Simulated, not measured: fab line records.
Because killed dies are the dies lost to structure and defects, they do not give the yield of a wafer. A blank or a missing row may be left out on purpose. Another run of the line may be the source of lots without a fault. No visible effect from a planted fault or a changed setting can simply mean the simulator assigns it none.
fab line records    flow gf180mcu
record: lots: 6  wafers: 18  last-day: 34
route steps=602 shown VT_IMPLANT@123 MVSD@136 NWELL@137 LVPWELL@138 MVPSD@139
lots with no fault: from the same line, run without faults
start-h: hours from the record's opening day to when the first of the lot's shown wafers began    wait-h: hours from the lot's prior step to this one    " repeats the value in the row above    L1.1+2: a row that stands for several wafers    - no value, or no start was given    * or withheld: withheld    < > ~ a bound
route shown NAME@n: NAME is a module with steps in the file, n the number in the route of the first one    usual: mean/standard deviation of fault-free wafers    same: alike in all rows    chamber/n: place in a boat    sites: per-site readings    _std_site: how widely they spread, as a standard deviation    _edge_site: mean of outer sites minus mean of inner sites    radius-mm: how far each site lies from the wafer's centre    mask NAME#n: copy n    behind: the most recent tool/chamber to have shaped the wafer    hold: cause of the lot's hold/its duration in hours/its outcome    device: the n, p or np transistor that did not switch    end of line: the tests these same wafers got at the end of their route    a step with no rows: only its recipe    killed: the dies lost at the first sort to structure and to defects; this is not the yield of the wafer    map: a wafer's dies, x killed, . not, _ none there
set.NAME: setting as actually run; set.NAME@STEP: the setting as run at that earlier step    model.NAME: the simulator's own value behind a step, which no gauge read
a table for each step, a row for each wafer; lots at some steps of the route
services: a tool's chamber out of use, with start hour (start-h, from the record's first day; less than 0 if before it), hours out, and reason
== steps ==
step: GF_VT_IMPLANT_DEHYDRATE_33
recipe: temp-c: 200  time-s: 60
step: GF_VT_IMPLANT_HMDS_34
recipe: prime-time-s: 60  prime-temp-c: 120
step: GF_VT_IMPLANT_COAT_35
recipe: resist: NOVOLAK  spin-rpm: 3000  resist-thk-nm: 1000
step: GF_VT_IMPLANT_SOFTBAKE_36
recipe: temp-c: 90  time-s: 60  resist: NOVOLAK
step: GF_VT_IMPLANT_EXPOSE_37
recipe: mask-id: Nwell_HV_AREA  target-cd-nm: 860  na: 0.6  source-shape: conventional  sigma-outer: 0.6  dose-mj: 140
step: GF_VT_IMPLANT_PEB_38
recipe: temp-c: withheld  time-s: *  resist: NOVOLAK
step: GF_VT_IMPLANT_DEVELOP_39
recipe: develop-time-s: 60  dev-temp-c: 23
step: GF_VT_IMPLANT_OVL_MEAS_40
usual: VT_IMPLANT_03_OVL: 0.8/1.5
lot.wafer  tool        chamber  start-h  wait-h  VT_IMPLANT_03_OVL[nm]
L698.1     overlay-02  -        176.77   0.1     1.9
L698.2     "           -        "        "       1.2
L698.5     "           -        "        "       1.4
L702.1     overlay-01  -        199.73   0.1     -1.7
L702.2     "           -        "        "       -2.5
L702.5     "           -        "        "       -0.8
L703.1     overlay-02  -        208.12   0.1     -0.3
L703.2     "           -        "        "       -0.8
L703.5     "           -        "        "       -1.7
L710.3     overlay-01  -        253.85   0.1     0.8
L710.4     "           -        "        "       1.1
L710.6     "           -        "        "       -1.1
L713.2     overlay-01  -        273.31   0.1     0.5
L713.3     "           -        "        "       2.7
L713.5     "           -        "        "       1.5
L718.2     overlay-02  -        308.99   0.1     -1.7
L718.5     "           -        "        "       1.8
L718.6     "           -        "        "       1.7
step: GF_VT_IMPLANT_IMPLANT_41
recipe: species: As  energy-kev: 70  dose-cm2: 1.013e+12  tilt-deg: 7
step: GF_VT_IMPLANT_STRIP_42
recipe: chemistry: O2/N2  power-w: 1400  pressure-mtorr: 1500  platen-temp-c: 250  o2-flow-sccm: 3000  n2-flow-sccm: 300  overash-fraction: 0.5
usual: drypump-motor-current-A: 5.7/0.45  heater-power-w: 364/46  oes-product-au: 0.716/0.0042  strip-time-to-endpoint-s: 12.65/0.037
lot.wafer  tool             chamber  start-h  wait-h  drypump-motor-current-A  heater-power-w  oes-product-au  rf-hours-counter-h  strip-time-to-endpoint-s
L698.1     plasma-asher-03  0        176.96   0.1     5.5                      302             0.715           52                  12.66
L698.2     "                1        "        "       6.1                      420             0.712           52                  12.64
L698.5     "                0        "        "       5.5                      303             0.717           -                   12.62
L702.1     plasma-asher-01  0        199.92   0.1     5.8                      305             0.722           57                  12.66
L702.2     "                1        "        "       4.8                      345             0.711           57                  12.67
L702.5     "                0        "        "       5.8                      302             0.720           -                   12.64
L703.1     plasma-asher-03  1        208.31   0.1     6.1                      406             0.718           56                  12.67
L703.2     "                0        "        "       5.5                      301             0.714           56                  12.71
L703.5     "                1        "        "       6.1                      423             0.714           -                   12.66
L710.3     plasma-asher-04  0        254.05   0.1     5.4                      409             0.715           -                   12.59
L710.4     "                1        "        "       6.2                      357             0.715           -                   12.61
L710.6     "                0        "        "       5.4                      417             0.718           -                   12.63
L713.2     plasma-asher-04  1        273.49   0.1     6.2                      356             0.710           16                  12.70
L713.3     "                0        "        "       5.4                      427             0.712           -                   12.70
L713.5     "                1        "        "       6.2                      354             0.721           -                   12.70
L718.2     plasma-asher-01  1        309.17   0.1     4.8                      339             0.718           68                  12.68
L718.5     "                1        "        "       4.8                      353             0.715           -                   12.68
L718.6     "                0        "        "       5.8                      309             0.720           -                   12.68
step: GF_VT_IMPLANT_TW_MEAS_43
usual: VT_IMPLANT_4_TW: 694/10
lot.wafer  tool           chamber  start-h  wait-h  VT_IMPLANT_4_TW
L698.1     film-metro-04  -        177.06   0.1     705
L698.2     "              -        "        "       705
L698.5     "              -        "        "       701
L702.1     film-metro-02  -        200.02   0.1     681
L702.2     "              -        "        "       674
L702.5     "              -        "        "       677
L703.1     film-metro-03  -        208.41   0.1     698
L703.2     "              -        "        "       697
L703.5     "              -        "        "       700
L710.3     film-metro-03  -        254.14   0.1     696
L710.4     "              -        "        "       699
L710.6     "              -        "        "       698
L713.2     film-metro-02  -        273.60   0.1     681
L713.3     "              -        "        "       680
L713.5     "              -        "        "       682
L718.2     film-metro-03  -        309.28   0.1     705
L718.5     "              -        "        "       701
L718.6     "              -        "        "       703
step: GF_VT_IMPLANT_CLEAN_44
recipe: chemistry: SC1/SC2  mix: 1:4:20  temp-c: 70  time-s: 150  dry: n2-spin
step: GF_VT_IMPLANT_RTA_45
recipe: temp-c: 1050  time-s: 30  ambient: N2
usual: anneal-temp-c-max: 1055.9/1.3  chamber-o2-ppm: 2.002/0.023  lamp-power-pct: 34.9/2.1  wafer_temp_C_max: 1055.7/1.3
lot.wafer  tool           chamber  start-h  wait-h  anneal-temp-c-max  chamber-o2-ppm  lamp-power-pct  wafer_temp_C_max
L698.1     rtp-anneal-01  0        177.17   0.0     1056.8             1.994           32.8            1055.4
L698.2     "              0        "        "       1057.6             2.027           32.8            1054.3
L698.5     "              0        "        "       1059.2             2.008           32.9            1055.6
L702.1     rtp-anneal-02  -        200.13   0.0     -                  -               -               -
L702.2     "              -        "        "       -                  -               -               -
L702.5     "              -        "        "       -                  -               -               -
L703.1     rtp-anneal-02  -        208.52   0.0     -                  -               -               -
L703.2     "              -        "        "       -                  -               -               -
L703.5     "              -        "        "       -                  -               -               -
L710.3     rtp-anneal-01  0        254.26   0.0     1058.0             1.989           32.9            1056.2
L710.4     "              0        "        "       1057.6             1.991           32.9            1055.8
L710.6     "              0        "        "       1056.5             2.013           32.8            1055.9
L713.2     rtp-anneal-01  0        273.72   0.0     1055.4             1.995           32.8            1056.3
L713.3     "              0        "        "       1056.5             2.011           32.8            1056.9
L713.5     "              0        "        "       1058.1             1.994           32.8            1056.2
L718.2     rtp-anneal-02  0        309.40   0.0     1054.1             2.019           37.0            1054.7
L718.5     "              0        "        "       1056.8             2.024           37.0            1054.9
L718.6     "              0        "        "       1054.5             2.006           36.9            1053.9
step: GF_VT_IMPLANT_RS_MEAS_46
recipe: thk-meas-gauge: four-point-probe
usual: MVSD_RS: 456.2/0.92
lot.wafer  tool           chamber  start-h  wait-h  MVSD_RS[ohm/sq]
L698.1     film-metro-02  -        177.27   0.1     455.2
L698.2     "              -        "        "       456.3
L698.5     "              -        "        "       456.7
L702.1     film-metro-01  -        200.23   0.1     132.7
L702.2     "              -        "        "       132.8
L702.5     "              -        "        "       132.6
L703.1     film-metro-02  -        208.62   0.1     133.0
L703.2     "              -        "        "       133.4
L703.5     "              -        "        "       132.8
L710.3     film-metro-01  -        254.37   0.1     455.2
L710.4     "              -        "        "       454.9
L710.6     "              -        "        "       455.0
L713.2     film-metro-01  -        273.82   0.1     457.6
L713.3     "              -        "        "       456.5
L713.5     "              -        "        "       458.3
L718.2     film-metro-01  -        309.50   0.1     456.9
L718.5     "              -        "        "       456.8
L718.6     "              -        "        "       456.6
step: GF_VT_IMPLANT_RS_MEAS_47
recipe: thk-meas-gauge: four-point-probe
usual: NWELL_RS: 487.7/1.2
lot.wafer  tool           chamber  start-h  wait-h  NWELL_RS[ohm/sq]
L698.1     film-metro-02  -        177.39   0.1     489.0
L698.2     "              -        "        "       487.9
L698.5     "              -        "        "       487.7
L702.1     film-metro-01  -        200.35   0.1     132.8
L702.2     "              -        "        "       132.6
L702.5     "              -        "        "       132.7
L703.1     film-metro-02  -        208.74   0.1     133.1
L703.2     "              -        "        "       132.9
L703.5     "              -        "        "       132.8
L710.3     film-metro-01  -        254.49   0.1     488.4
L710.4     "              -        "        "       488.6
L710.6     "              -        "        "       487.8
L713.2     film-metro-01  -        273.94   0.1     487.6
L713.3     "              -        "        "       487.9
L713.5     "              -        "        "       487.4
L718.2     film-metro-01  -        309.62   0.1     487.4
L718.5     "              -        "        "       487.7
L718.6     "              -        "        "       488.4
step: GF_VT_IMPLANT_RS_MEAS_48
recipe: thk-meas-gauge: four-point-probe
usual: LVPWELL_RS: 1196/3.3
lot.wafer  tool           chamber  start-h  wait-h  LVPWELL_RS[ohm/sq]
L698.1     film-metro-02  -        177.51   0.1     1194
L698.2     "              -        "        "       1196
L698.5     "              -        "        "       1196
L702.1     film-metro-01  -        200.47   0.1     133
L702.2     "              -        "        "       133
L702.5     "              -        "        "       133
L703.1     film-metro-02  -        208.86   0.1     133
L703.2     "              -        "        "       133
L703.5     "              -        "        "       133
L710.3     film-metro-01  -        254.61   0.1     1194
L710.4     "              -        "        "       1192
L710.6     "              -        "        "       1193
L713.2     film-metro-01  -        274.06   0.1     1196
L713.3     "              -        "        "       1197
L713.5     "              -        "        "       1191
L718.2     film-metro-01  -        309.74   0.1     1194
L718.5     "              -        "        "       1196
L718.6     "              -        "        "       1196
step: GF_VT_IMPLANT_RS_MEAS_49
recipe: thk-meas-gauge: four-point-probe
usual: MVPSD_RS: 1168.2/2.8
lot.wafer  tool           chamber  start-h  wait-h  MVPSD_RS[ohm/sq]
L698.1     film-metro-02  -        177.63   0.1     1170.9
L698.2     "              -        "        "       1170.1
L698.5     "              -        "        "       1171.3
L702.1     film-metro-01  -        200.59   0.1     132.8
L702.2     "              -        "        "       132.5
L702.5     "              -        "        "       132.9
L703.1     film-metro-02  -        208.98   0.1     133.1
L703.2     "              -        "        "       132.8
L703.5     "              -        "        "       132.9
L710.3     film-metro-01  -        254.73   0.1     1167.3
L710.4     "              -        "        "       1167.4
L710.6     "              -        "        "       1168.0
L713.2     film-metro-01  -        274.18   0.1     1171.3
L713.3     "              -        "        "       1167.4
L713.5     "              -        "        "       1168.1
L718.2     film-metro-01  -        309.86   0.1     1167.4
L718.5     "              -        "        "       1168.7
L718.6     "              -        "        "       1167.0
step: GF_VT_IMPLANT_WET_ETCH_50
recipe: chemistry: dHF  target-depth-nm: 20  target: SiO2  temp-c: 25  dilution: 100:1  time-s: 400
== services ==
tool             chamber  start-h  hours  kind
plasma-asher-01  -        178.67   3.3    pm
plasma-asher-03  -        181.07   2.8    pm
plasma-asher-04  -        205.85   3.9    repair
rtp-anneal-01    -        279.48   3.5    pm
plasma-asher-01  -        296.32   6.9    repair
== key ==
first-sign: step: GF_VT_IMPLANT_RTA_45  reading: tool-record  direction: missing
effect: step: GF_VT_IMPLANT_RS_MEAS_46  reading: MVSD_RS  direction: down  sigmas: 99+  usual: 456.2  struck: 132.9
effect: step: GF_VT_IMPLANT_RS_MEAS_47  reading: NWELL_RS  direction: down  sigmas: 99+  usual: 487.7  struck: 132.8
effect: step: GF_VT_IMPLANT_RS_MEAS_48  reading: LVPWELL_RS  direction: down  sigmas: 99+  usual: 1196  struck: 133
effect: step: GF_VT_IMPLANT_RS_MEAS_49  reading: MVPSD_RS  direction: down  sigmas: 99+  usual: 1168.2  struck: 132.8
met-at GF_VT_IMPLANT_RTA_45
struck-wafers L702.1,L702.2,L702.5,L703.1,L703.2,L703.5
later-rows-left-out L702.1,L702.2,L702.5,L703.1,L703.2,L703.5
sort-left-out L702.1,L702.2,L702.5,L703.1,L703.2,L703.5
tester-left-out L702,L703
fault: kind: skipped-step-whole  tool: rtp-anneal-02  chamber: -  onset-h: 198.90  steps: GF_VT_IMPLANT_RTA_45  scope: struck-lots-only
tester-left-out: of these lots the tester's yield and bins aren't shown, on N5 and GAA mostly nor the transistor test; their killed dies are dies lost to structure and defects alone, not to doping, threshold or leakage, so they don't give the yield
sort-left-out: the simulated sort isn't trusted on such a fault, so these wafers' sort isn't shown, and their yield isn't known
later-rows-left-out: the simulator's readings of these wafers behind a module that went badly wrong aren't trusted and aren't shown, but for the sort
